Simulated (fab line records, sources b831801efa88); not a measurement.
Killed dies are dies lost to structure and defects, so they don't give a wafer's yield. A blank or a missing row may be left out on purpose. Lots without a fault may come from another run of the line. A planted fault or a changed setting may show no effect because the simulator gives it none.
fab line records | flow sky130
record lots=6 wafers=18 last_day=50
route steps=708 shown VT_ADJUST_HVTR@140 VT_ADJUST_PCH@143 SONOS_TUNNEL@154 SONOS_ONO@168 LI_CONTACT@365 CONTACT@411 VIA1@461 VIA2@510 VIA3@576 VIA4@642
lots that met no fault: from a run of the same line without faults
start_h: hours from the record's first day to the start of the lot's first wafer shown | wait_h: hours since the lot's step before | " the same as in the row above | L1.1+2: a row that stands for several wafers | - no value, or no start given | * or withheld: withheld | < > ~ a bound
route shown NAME@n: a module of which the file shows steps, and the number in the route of the first | usual: mean/standard deviation of fault-free wafers | same: alike in all rows | chamber/n: place in a boat | sites: the reading at each site | _std_site: their standard deviation | _edge_site: outer sites' mean less inner sites' | radius_mm: how far each site lies from the wafer's centre | mask NAME#n: copy n | behind: the tool/chamber that last shaped the wafer | hold: why the lot was held/for how many hours/how that ended | device: the transistor (n, p or np) that didn't switch | end of line: the same wafers' tests at the end of the route | a step without rows: its recipe alone | killed: dies lost to structure and defects at the first sort, not the wafer's yield | map: a wafer's dies, x killed, . not, _ none there
set.NAME: the setting as run; set.NAME@STEP: as run at that earlier step | model.NAME: the simulator's own value behind a step, which no gauge read
lots at some steps of the route; a table a step, a row a wafer
services: from which hour (start_h, from the record's first day; less than 0 if before it) a tool's chamber was out of use, for how many hours, and why
## steps
# step SKY_VT_ADJUST_HVTR_IMPLANT_09
# recipe species=B energy_kev=10 dose_cm2=2.1e+12 tilt_deg=withheld
# step SKY_VT_ADJUST_HVTR_STRIP_10
# recipe chemistry=O2/N2 power_w=1400 pressure_mtorr=1500 platen_temp_c=withheld o2_flow_sccm=3000 n2_flow_sccm=300 overash_fraction=0.5
# usual chamber_pressure_mTorr=1499.8/1.3 drypump_motor_current_A=5.5/0.45 oes_product_au=0.715/0.0045 strip_time_to_endpoint_s=14.18/0.05
# columns lot.wafer tool chamber start_h wait_h chamber_pressure_mTorr drypump_motor_current_A oes_product_au rf_hours_counter_h strip_time_to_endpoint_s
L651.2 plasma_asher-02 1 240.56 0.1 1500.0 5.4 0.711 12 14.14
L651.5 " 0 " " 1499.0 5.3 0.722 - 14.08
L651.6 " 1 " " 1501.2 5.4 0.712 - 14.12
L652.1 plasma_asher-01 0 248.93 0.1 1499.0 4.8 0.717 57 14.13
L652.5 " 0 " " 1502.3 4.8 0.714 - 14.14
L652.6 " 1 " " 1499.8 6.2 0.715 - 14.12
L661.3 plasma_asher-02 1 319.64 0.1 1498.2 5.4 0.717 - 14.08
L661.4 " 0 " " 1503.1 5.3 0.708 - 14.10
L661.5 " 1 " " 1498.6 5.4 0.711 - 14.11
L662.1 plasma_asher-03 1 325.76 0.1 1499.8 5.7 0.717 50 14.27
L662.4 " 1 " " 1499.7 5.7 0.710 - 14.23
L662.5 " 0 " " 1498.5 5.4 0.720 - 14.22
L663.2 plasma_asher-01 0 331.63 0.1 1501.4 4.8 0.713 65 14.20
L663.4 " 1 " " 1498.1 6.2 0.719 - 14.24
L663.6 " 0 " " 1498.5 4.8 0.714 - 14.18
L665.2 plasma_asher-03 0 354.30 0.1 1499.3 5.4 0.714 53 14.17
L665.3 " 0 " " 1502.4 5.4 0.718 - 14.20
L665.4 " 1 " " 1498.1 5.8 0.716 - 14.21
# step SKY_VT_ADJUST_HVTR_TW_MEAS_11
# usual VT_ADJUST_HVTR_TW=213.3/2.1
# columns lot.wafer tool chamber start_h wait_h VT_ADJUST_HVTR_TW
L651.2 film_metro-03 - 240.67 0.1 216.1
L651.5 " - " " 215.6
L651.6 " - " " 215.3
L652.1 film_metro-01 - 249.03 0.1 211.0
L652.5 " - " " 212.4
L652.6 " - " " 211.8
L661.3 film_metro-03 - 319.73 0.1 216.1
L661.4 " - " " 216.1
L661.5 " - " " 215.7
L662.1 film_metro-03 - 325.86 0.1 216.2
L662.4 " - " " 215.1
L662.5 " - " " 215.8
L663.2 film_metro-01 - 331.74 0.1 211.5
L663.4 " - " " 211.2
L663.6 " - " " 209.6
L665.2 film_metro-01 - 354.41 0.1 211.4
L665.3 " - " " 211.7
L665.4 " - " " 211.8
# step SKY_VT_ADJUST_PCH_DEHYDRATE_00
# recipe temp_c=200 time_s=60
# step SKY_VT_ADJUST_PCH_HMDS_01
# recipe prime_time_s=60 prime_temp_c=120
# step SKY_VT_ADJUST_PCH_COAT_02
# recipe spin_rpm=2000 resist_thk_nm=3000
# step SKY_VT_ADJUST_PCH_SOFTBAKE_03
# recipe temp_c=110 time_s=withheld
# step SKY_VT_ADJUST_PCH_EXPOSE_04
# recipe mask_id=NWM na=0.6 source_shape=conventional sigma_outer=0.6 polarization=unpolarized target_cd_nm=840 dose_mj=255
# step SKY_VT_ADJUST_PCH_PEB_05
# recipe temp_c=115 time_s=withheld
# step SKY_VT_ADJUST_PCH_DEVELOP_06
# recipe wall_angle_deg=90 developer=TMAH develop_time_s=60 dev_temp_c=23
# step SKY_VT_ADJUST_PCH_OVL_MEAS_07
# usual VT_ADJUST_PCH_OVL=0.9/1.3
# columns lot.wafer tool chamber start_h wait_h VT_ADJUST_PCH_OVL[nm]
L651.2 overlay-02 - 265.55 - 0.5
L651.5 " - " " 0.6
L651.6 " - " " 2.0
L652.1 overlay-01 - 273.29 - -0.5
L652.5 " - " " -1.8
L652.6 " - " " -0.8
L661.3 overlay-01 - 347.10 - -1.2
L661.4 " - " " -1.8
L661.5 " - " " -1.7
L662.1 overlay-01 - 352.30 - 0.9
L662.4 " - " " 1.2
L662.5 " - " " 0.0
L663.2 overlay-02 - 357.60 - 1.7
L663.4 " - " " 2.3
L663.6 " - " " 1.3
L665.2 overlay-01 - 381.76 - 1.0
L665.3 " - " " 0.4
L665.4 " - " " -0.3
# step SKY_VT_ADJUST_PCH_IMPLANT_08
# recipe species=B energy_kev=10 dose_cm2=5e+11 tilt_deg=withheld
# step SKY_VT_ADJUST_PCH_STRIP_09
# recipe chemistry=O2/N2 power_w=1400 pressure_mtorr=1500 platen_temp_c=withheld o2_flow_sccm=3000 n2_flow_sccm=300 overash_fraction=0.5
# usual chamber_pressure_mTorr=1500.0/1.4 drypump_motor_current_A=5.59/0.27 oes_product_au=0.722/0.0045 strip_time_to_endpoint_s=36.90/0.099
# columns lot.wafer tool chamber start_h wait_h chamber_pressure_mTorr drypump_motor_current_A oes_product_au rf_hours_counter_h strip_time_to_endpoint_s model.coat_of_VT_ADJUST_PCH_COAT_02.thk_nm
L651.2 plasma_asher-04 1 265.73 0.1 - - - - - 2992
L651.5 " 0 " " - - - - - 2989
L651.6 " 1 " " - - - - - 2983
L652.1 plasma_asher-02 0 273.48 0.1 - - - - - 3002
L652.5 " 0 " " - - - - - 2998
L652.6 " 1 " " - - - - - 2999
L661.3 plasma_asher-03 1 347.31 0.1 1499.8 5.78 0.723 - 36.90 0
L661.4 " 0 " " 1498.7 5.37 0.714 - 36.98 0
L661.5 " 1 " " 1497.3 5.77 0.719 - 36.97 0
L662.1 plasma_asher-03 1 352.49 0.1 1499.7 5.77 0.724 53 36.91 0
L662.4 " 0 " " 1500.8 5.36 0.724 - 36.87 0
L662.5 " 1 " " 1502.0 5.74 0.720 - 36.85 0
L663.2 plasma_asher-02 0 357.78 0.1 1499.1 5.29 0.717 23 37.02 0
L663.4 " 1 " " 1502.2 5.36 0.727 - 36.98 0
L663.6 " 0 " " 1498.5 5.29 0.722 - 37.00 0
L665.2 plasma_asher-04 0 381.94 0.1 1501.6 5.88 0.724 67 36.93 0
L665.3 " 1 " " 1500.2 5.98 0.729 - 36.85 0
L665.4 " 0 " " 1501.5 5.85 0.729 - 37.06 0
# step SKY_VT_ADJUST_PCH_TW_MEAS_10
# usual VT_ADJUST_PCH_TW=143.9/1.8
# columns lot.wafer tool chamber start_h wait_h VT_ADJUST_PCH_TW
L651.2 film_metro-04 - 265.84 0.1 141.3
L651.5 " - " " 142.1
L651.6 " - " " 141.4
L652.1 film_metro-03 - 273.58 0.1 145.3
L652.5 " - " " 145.2
L652.6 " - " " 144.9
L661.3 film_metro-03 - 347.40 0.1 145.6
L661.4 " - " " 145.5
L661.5 " - " " 145.6
L662.1 film_metro-03 - 352.59 0.1 145.8
L662.4 " - " " 145.7
L662.5 " - " " 145.7
L663.2 film_metro-02 - 357.89 0.1 143.8
L663.4 " - " " 144.2
L663.6 " - " " 143.7
L665.2 film_metro-02 - 382.05 0.1 142.6
L665.3 " - " " 143.0
L665.4 " - " " 142.8
# step SKY_SONOS_TUNNEL_DEHYDRATE_00
# recipe temp_c=200 time_s=60
# step SKY_SONOS_TUNNEL_HMDS_01
# recipe prime_time_s=60 prime_temp_c=120
# step SKY_SONOS_TUNNEL_COAT_02
# recipe resist=NOVOLAK spin_rpm=3000 resist_thk_nm=1140
# step SKY_SONOS_TUNNEL_SOFTBAKE_03
# recipe temp_c=90 time_s=60 resist=NOVOLAK
# step SKY_SONOS_TUNNEL_EXPOSE_04
# recipe mask_id=TUNM na=0.6 source_shape=conventional sigma_outer=0.6 polarization=unpolarized target_cd_nm=410 dose_mj=136
# step SKY_SONOS_TUNNEL_PEB_05
# recipe temp_c=withheld time_s=* resist=NOVOLAK
# step SKY_SONOS_TUNNEL_DEVELOP_06
# recipe resist=NOVOLAK developer=TMAH develop_time_s=60 dev_temp_c=23
# step SKY_SONOS_TUNNEL_CD_MEAS_07
# recipe target_cd_nm=410
# usual cd_nm=410.5/2.1
# columns lot.wafer tool chamber start_h wait_h cd_nm
L651.2 cd_sem-02 - 291.02 0.1 409.5
L651.5 " - " " 409.0
L651.6 " - " " 407.5
L652.1 cd_sem-02 - 298.59 0.1 411.8
L652.5 " - " " 412.7
L652.6 " - " " 413.0
L661.3 cd_sem-01 - 374.69 0.1 412.3
L661.4 " - " " 411.3
L661.5 " - " " 412.4
L662.1 cd_sem-01 - 380.89 0.1 413.5
L662.4 " - " " 410.3
L662.5 " - " " 413.6
L663.2 cd_sem-02 - 387.07 0.1 413.4
L663.4 " - " " 411.9
L663.6 " - " " 411.0
L665.2 cd_sem-01 - 411.12 0.1 407.6
L665.3 " - " " 408.6
L665.4 " - " " 409.0
# step SKY_SONOS_TUNNEL_OVL_MEAS_08
# usual SONOS_TUNNEL_OVL=0.2/1.4
# columns lot.wafer tool chamber start_h wait_h SONOS_TUNNEL_OVL[nm]
L651.2 overlay-02 - 291.13 0.1 3.3
L651.5 " - " " -1.1
L651.6 " - " " -0.2
L652.1 overlay-02 - 298.71 0.1 -1.3
L652.5 " - " " 0.6
L652.6 " - " " 0.0
L661.3 overlay-01 - 374.79 0.1 -2.4
L661.4 " - " " -1.5
L661.5 " - " " -1.9
L662.1 overlay-01 - 381.01 0.1 2.9
L662.4 " - " " 1.3
L662.5 " - " " 1.0
L663.2 overlay-02 - 387.18 0.1 3.1
L663.4 " - " " 0.4
L663.6 " - " " 1.1
L665.2 overlay-02 - 411.23 0.1 1.5
L665.3 " - " " 1.0
L665.4 " - " " -0.8
# step SKY_SONOS_TUNNEL_IMPLANT_09
# recipe species=B energy_kev=20 dose_cm2=1e+12 tilt_deg=withheld
# step SKY_SONOS_TUNNEL_WET_ETCH_10
# recipe chemistry=dHF target_depth_nm=14 target=SiO2 dilution=100:1 temp_c=25 time_s=280
# step SKY_SONOS_TUNNEL_STRIP_11
# recipe chemistry=SPM time_s=600 temp_c=130
# usual bath_guard_temp_C=129.9/0.49 bath_heat_duty_pct=14.6/1.3
# columns lot.wafer tool chamber start_h wait_h bath_guard_temp_C bath_heat_duty_pct model.NOVOLAK_of_SONOS_TUNNEL_COAT_02.thk_nm
L651.2 wet_bench-04 0 291.40 0.0 129.4 15.4 1143
L651.5 " 0 " " 129.2 14.8 1142
L651.6 " 0 " " 129.6 13.7 1147
L652.1 wet_bench-04 3 298.98 0.0 130.2 14.2 1146
L652.5 " 3 " " 130.0 15.0 1147
L652.6 " 3 " " 130.1 13.5 1146
L661.3 wet_bench-03 0 375.05 0.0 130.3 15.6 0
L661.4 " 0 " " 130.2 13.9 0
L661.5 " 0 " " 130.1 13.9 0
L662.1 wet_bench-04 2 381.29 0.0 130.1 12.2 0
L662.4 " 2 " " 130.7 12.6 0
L662.5 " 2 " " 130.5 12.2 0
L663.2 wet_bench-04 2 387.45 0.0 130.6 12.7 0
L663.4 " 2 " " 130.6 13.5 0
L663.6 " 2 " " 130.2 12.4 0
L665.2 wet_bench-04 3 411.50 0.0 130.1 13.0 0
L665.3 " 3 " " 129.7 14.0 0
L665.4 " 3 " " 129.6 13.6 0
# step SKY_SONOS_TUNNEL_TW_MEAS_12
# usual SONOS_TUNNEL_TW=199.1/2.3
# columns lot.wafer tool chamber start_h wait_h SONOS_TUNNEL_TW
L651.2 film_metro-01 - 291.62 0.0 30.1
L651.5 " - " " 30.3
L651.6 " - " " 30.1
L652.1 film_metro-04 - 299.16 0.0 30.1
L652.5 " - " " 29.9
L652.6 " - " " 30.0
L661.3 film_metro-03 - 375.25 0.0 202.9
L661.4 " - " " 201.6
L661.5 " - " " 202.0
L662.1 film_metro-03 - 381.47 0.0 201.8
L662.4 " - " " 202.6
L662.5 " - " " 203.2
L663.2 film_metro-04 - 387.63 0.0 196.6
L663.4 " - " " 196.3
L663.6 " - " " 196.5
L665.2 film_metro-01 - 411.68 0.0 197.5
L665.3 " - " " 198.0
L665.4 " - " " 196.9
# step SKY_SONOS_TUNNEL_CLEAN_13
# recipe chemistry=dHF time_s=20 dilution=100:1 dry=ipa_marangoni
# step SKY_SONOS_ONO_OXIDATION_00
# recipe temp_c=800 ambient=O2 idle_temp_c=700 ramp_up_c_per_min=10 ramp_down_c_per_min=3 stabilise_s=600 purge_s=300 target_thk_a=26 ox_time_s=1249
# step SKY_SONOS_ONO_THK_MEAS_01
# recipe reads=SiO2_of_SONOS_ONO_OXIDATION_00
# usual SONOS_ONO_OXIDATION_THK=2.61/0.061
# columns lot.wafer tool chamber start_h wait_h SONOS_ONO_OXIDATION_THK[nm]
L651.2 film_metro-01 - 295.83 0.0 2.64
L651.5 " - " " 2.62
L651.6 " - " " 2.66
L652.1 film_metro-02 - 301.27 0.0 2.54
L652.5 " - " " 2.60
L652.6 " - " " 2.59
L661.3 film_metro-04 - 377.13 0.0 2.64
L661.4 " - " " 2.67
L661.5 " - " " 2.63
L662.1 film_metro-01 - 383.69 0.0 2.60
L662.4 " - " " 2.65
L662.5 " - " " 2.49
L663.2 film_metro-01 - 389.36 0.0 2.73
L663.4 " - " " 2.72
L663.6 " - " " 2.70
L665.2 film_metro-01 - 413.70 0.0 2.53
L665.3 " - " " 2.53
L665.4 " - " " 2.57
# step SKY_SONOS_ONO_CVD_02
# recipe material=Si3N4 precursor=DCS/NH3 target_thk_nm=10.5 temp_c=770 time_s=180 pressure_mtorr=250
# step SKY_SONOS_ONO_THK_MEAS_03
# recipe reads=Si3N4_of_SONOS_ONO_CVD_02
# usual SONOS_ONO_CVD_02_THK=10.44/0.12
# columns lot.wafer tool chamber start_h wait_h SONOS_ONO_CVD_02_THK[nm]
L651.2 film_metro-04 - 297.25 0.0 10.52
L651.5 " - " " 10.50
L651.6 " - " " 10.39
L652.1 film_metro-02 - 304.37 0.0 10.49
L652.5 " - " " 10.57
L652.6 " - " " 10.60
L661.3 film_metro-02 - 378.24 0.0 10.58
L661.4 " - " " 10.64
L661.5 " - " " 10.45
L662.1 film_metro-04 - 386.44 0.0 10.50
L662.4 " - " " 10.34
L662.5 " - " " 10.36
L663.2 film_metro-04 - 390.91 0.0 10.17
L663.4 " - " " 10.24
L663.6 " - " " 10.18
L665.2 film_metro-02 - 418.19 0.0 10.58
L665.3 " - " " 10.62
L665.4 " - " " 10.45
# step SKY_SONOS_ONO_CVD_04
# recipe material=SiO2 precursor=SiH4/N2O target_thk_nm=5.7199 temp_c=900 pressure_mtorr=400
# step SKY_SONOS_ONO_THK_MEAS_05
# recipe reads=SiO2_of_SONOS_ONO_CVD_04
# usual SONOS_ONO_CVD_04_THK=5.68/0.12
# columns lot.wafer tool chamber start_h wait_h SONOS_ONO_CVD_04_THK[nm]
L651.2 film_metro-01 - 298.56 0.0 5.66
L651.5 " - " " 5.72
L651.6 " - " " 5.73
L652.1 film_metro-04 - 305.68 0.0 5.41
L652.5 " - " " 5.55
L652.6 " - " " 5.59
L661.3 film_metro-02 - 379.55 0.0 5.61
L661.4 " - " " 5.67
L661.5 " - " " 5.71
L662.1 film_metro-02 - 388.38 0.0 5.66
L662.4 " - " " 5.64
L662.5 " - " " 5.87
L663.2 film_metro-04 - 392.84 0.0 5.89
L663.4 " - " " 5.87
L663.6 " - " " 5.94
L665.2 film_metro-02 - 420.12 0.0 5.82
L665.3 " - " " 5.71
L665.4 " - " " 5.73
# step SKY_SONOS_ONO_DEHYDRATE_06
# recipe temp_c=200 time_s=60
# step SKY_SONOS_ONO_HMDS_07
# recipe prime_time_s=60 prime_temp_c=120
# step SKY_SONOS_ONO_COAT_08
# recipe resist=NOVOLAK spin_rpm=3000 resist_thk_nm=1140
# step SKY_SONOS_ONO_SOFTBAKE_09
# recipe temp_c=90 time_s=60 resist=NOVOLAK
# step SKY_SONOS_ONO_EXPOSE_10
# recipe mask_id=ONOM target_cd_nm=410 na=0.6 source_shape=conventional sigma_outer=0.6 dose_mj=150
# step SKY_SONOS_ONO_PEB_11
# recipe temp_c=withheld time_s=* resist=NOVOLAK
# step SKY_SONOS_ONO_DEVELOP_12
# recipe develop_time_s=60 dev_temp_c=23
# step SKY_SONOS_ONO_CD_MEAS_13
# recipe target_cd_nm=410
# usual cd_nm=410.8/2.1
# columns lot.wafer tool chamber start_h wait_h cd_nm
L651.2 cd_sem-01 - 324.53 0.1 411.9
L651.5 " - " " 414.1
L651.6 " - " " 411.8
L652.1 cd_sem-02 - 331.62 0.1 406.8
L652.5 " - " " 407.1
L652.6 " - " " 405.6
L661.3 cd_sem-01 - 408.99 0.1 407.8
L661.4 " - " " 409.8
L661.5 " - " " 409.0
L662.1 cd_sem-01 - 417.60 0.1 411.0
L662.4 " - " " 412.7
L662.5 " - " " 410.8
L663.2 cd_sem-02 - 422.67 0.1 407.2
L663.4 " - " " 409.2
L663.6 " - " " 411.1
L665.2 cd_sem-02 - 452.09 0.1 414.7
L665.3 " - " " 414.0
L665.4 " - " " 413.0
# step SKY_LI_CONTACT_BOW_MEAS_03
# recipe mode=bow
# usual LI_CONTACT_BOW=56/6.2
# columns lot.wafer tool chamber start_h wait_h LI_CONTACT_BOW[um]
L651.2 film_metro-04 - 693.35 0.1 24
L651.5 " - " " 17
L651.6 " - " " 17
L652.1 film_metro-03 - 708.38 0.1 31
L652.5 " - " " 25
L652.6 " - " " 34
L661.3 film_metro-04 - 775.67 0.2 62
L661.4 " - " " 58
L661.5 " - " " 61
L662.1 film_metro-03 - 778.73 0.2 47
L662.4 " - " " 58
L662.5 " - " " 60
L663.2 film_metro-02 - 781.52 0.2 47
L663.4 " - " " 46
L663.6 " - " " 55
L665.2 film_metro-03 - 807.20 0.2 56
L665.3 " - " " 65
L665.4 " - " " 57
# step SKY_CONTACT_BOW_MEAS_05
# recipe mode=bow
# usual CONTACT_BOW=83/6.6
# columns lot.wafer tool chamber start_h wait_h CONTACT_BOW[um]
L651.2 film_metro-02 - 748.47 0.2 52
L651.5 " - " " 45
L651.6 " - " " 45
L652.1 film_metro-02 - 763.85 0.2 55
L652.5 " - " " 51
L652.6 " - " " 61
L661.3 film_metro-01 - 831.87 0.2 89
L661.4 " - " " 82
L661.5 " - " " 85
L662.1 film_metro-04 - 835.07 0.2 75
L662.4 " - " " 86
L662.5 " - " " 88
L663.2 film_metro-01 - 837.11 0.2 75
L663.4 " - " " 73
L663.6 " - " " 81
L665.2 film_metro-04 - 864.14 0.3 84
L665.3 " - " " 93
L665.4 " - " " 86
# step SKY_VIA1_BOW_MEAS_03
# recipe mode=bow
# usual VIA1_BOW=81/6.6
# columns lot.wafer tool chamber start_h wait_h VIA1_BOW[um]
L651.2 film_metro-03 - 805.25 0.3 51
L651.5 " - " " 45
L651.6 " - " " 45
L652.1 film_metro-04 - 819.40 0.2 54
L652.5 " - " " 48
L652.6 " - " " 58
L661.3 film_metro-02 - 888.66 0.2 85
L661.4 " - " " 80
L661.5 " - " " 81
L662.1 film_metro-04 - 891.86 0.1 74
L662.4 " - " " 86
L662.5 " - " " 87
L663.2 film_metro-04 - 895.28 0.3 73
L663.4 " - " " 72
L663.6 " - " " 81
L665.2 film_metro-02 - 921.04 0.1 80
L665.3 " - " " 90
L665.4 " - " " 83
# step SKY_VIA2_BOW_MEAS_03
# recipe mode=bow
# usual VIA2_BOW=87/6.9
# columns lot.wafer tool chamber start_h wait_h VIA2_BOW[um]
L651.2 film_metro-01 - 862.35 0.3 57
L651.5 " - " " 51
L651.6 " - " " 51
L652.1 film_metro-01 - 876.26 0.2 62
L652.5 " - " " 58
L652.6 " - " " 66
L661.3 film_metro-01 - 943.23 0.2 92
L661.4 " - " " 86
L661.5 " - " " 89
L662.1 film_metro-02 - 946.64 0.2 77
L662.4 " - " " 89
L662.5 " - " " 91
L663.2 film_metro-02 - 950.31 0.1 77
L663.4 " - " " 76
L663.6 " - " " 84
L665.2 film_metro-02 - 973.49 0.2 84
L665.3 " - " " 94
L665.4 " - " " 89
# step SKY_VIA3_BOW_MEAS_03
# recipe mode=bow
# usual VIA3_BOW=79/7.1
# columns lot.wafer tool chamber start_h wait_h VIA3_BOW[um]
L651.2 film_metro-03 - 944.06 0.2 45
L651.5 " - " " 40
L651.6 " - " " 40
L652.1 film_metro-03 - 957.15 0.1 56
L652.5 " - " " 51
L652.6 " - " " 58
L661.3 film_metro-03 - 1016.40 0.2 82
L661.4 " - " " 77
L661.5 " - " " 78
L662.1 film_metro-04 - 1019.62 0.2 70
L662.4 " - " " 81
L662.5 " - " " 83
L663.2 film_metro-04 - 1025.21 0.2 66
L663.4 " - " " 64
L663.6 " - " " 73
L665.2 film_metro-02 - 1046.57 0.2 77
L665.3 " - " " 88
L665.4 " - " " 81
# step SKY_VIA4_BOW_MEAS_03
# recipe mode=bow
# usual VIA4_BOW=79/7.8
# columns lot.wafer tool chamber start_h wait_h VIA4_BOW[um]
L651.2 film_metro-01 - 1019.13 0.2 47
L651.5 " - " " 42
L651.6 " - " " 38
L652.1 film_metro-01 - 1030.98 0.2 56
L652.5 " - " " 51
L652.6 " - " " 59
L661.3 film_metro-01 - 1084.89 0.3 84
L661.4 " - " " 77
L661.5 " - " " 81
L662.1 film_metro-02 - 1089.01 0.2 77
L662.4 " - " " 87
L662.5 " - " " 89
L663.2 film_metro-02 - 1092.98 0.2 65
L663.4 " - " " 64
L663.6 " - " " 73
L665.2 film_metro-04 - 1112.85 0.2 76
L665.3 " - " " 87
L665.4 " - " " 81
## services
# columns tool chamber start_h hours kind
plasma_asher-04 - 272.10 4.1 repair
plasma_asher-02 - 327.33 0.5 repair
wet_bench-04 - 387.68 4.8 repair
plasma_asher-04 - 400.43 1.9 repair
## key
first_sign step=SKY_VT_ADJUST_PCH_STRIP_09 reading=tool_record direction=missing
effect step=SKY_SONOS_TUNNEL_TW_MEAS_12 reading=SONOS_TUNNEL_TW direction=down sigmas=74 usual=199.1 struck=30.1
effect step=SKY_LI_CONTACT_BOW_MEAS_03 reading=LI_CONTACT_BOW direction=down sigmas=5.1 usual=56 struck=25
effect step=SKY_CONTACT_BOW_MEAS_05 reading=CONTACT_BOW direction=down sigmas=4.7 usual=83 struck=52
effect step=SKY_VIA1_BOW_MEAS_03 reading=VIA1_BOW direction=down sigmas=4.6 usual=81 struck=50
effect step=SKY_VIA2_BOW_MEAS_03 reading=VIA2_BOW direction=down sigmas=4.3 usual=87 struck=58
effect step=SKY_VIA3_BOW_MEAS_03 reading=VIA3_BOW direction=down sigmas=4.4 usual=79 struck=48
effect step=SKY_VIA4_BOW_MEAS_03 reading=VIA4_BOW direction=down sigmas=3.8 usual=79 struck=49
model_effect step=SKY_VT_ADJUST_PCH_STRIP_09 value=coat_of_VT_ADJUST_PCH_COAT_02.thk_nm without=0 struck=2994
model_effect step=SKY_SONOS_TUNNEL_STRIP_11 value=NOVOLAK_of_SONOS_TUNNEL_COAT_02.thk_nm without=0 struck=1145
met_at SKY_VT_ADJUST_PCH_STRIP_09
struck_wafers L651.2,L651.5,L651.6,L652.1,L652.5,L652.6
sort_left_out L651.2,L651.5,L651.6,L652.1,L652.5,L652.6
tester_left_out L651,L652
fault kind=skipped_step_whole tool=plasma_asher-02,plasma_asher-04 chamber=- onset_h=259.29 steps=SKY_VT_ADJUST_PCH_STRIP_09 scope=struck_lots_only
# tester_left_out: of these lots the tester's yield and bins aren't shown, on N5 and GAA mostly nor the transistor test; their killed dies are dies lost to structure and defects alone, not to doping, threshold or leakage, so they don't give the yield
# sort_left_out: the simulated sort isn't trusted on such a fault, so these wafers' sort isn't shown, and their yield isn't known
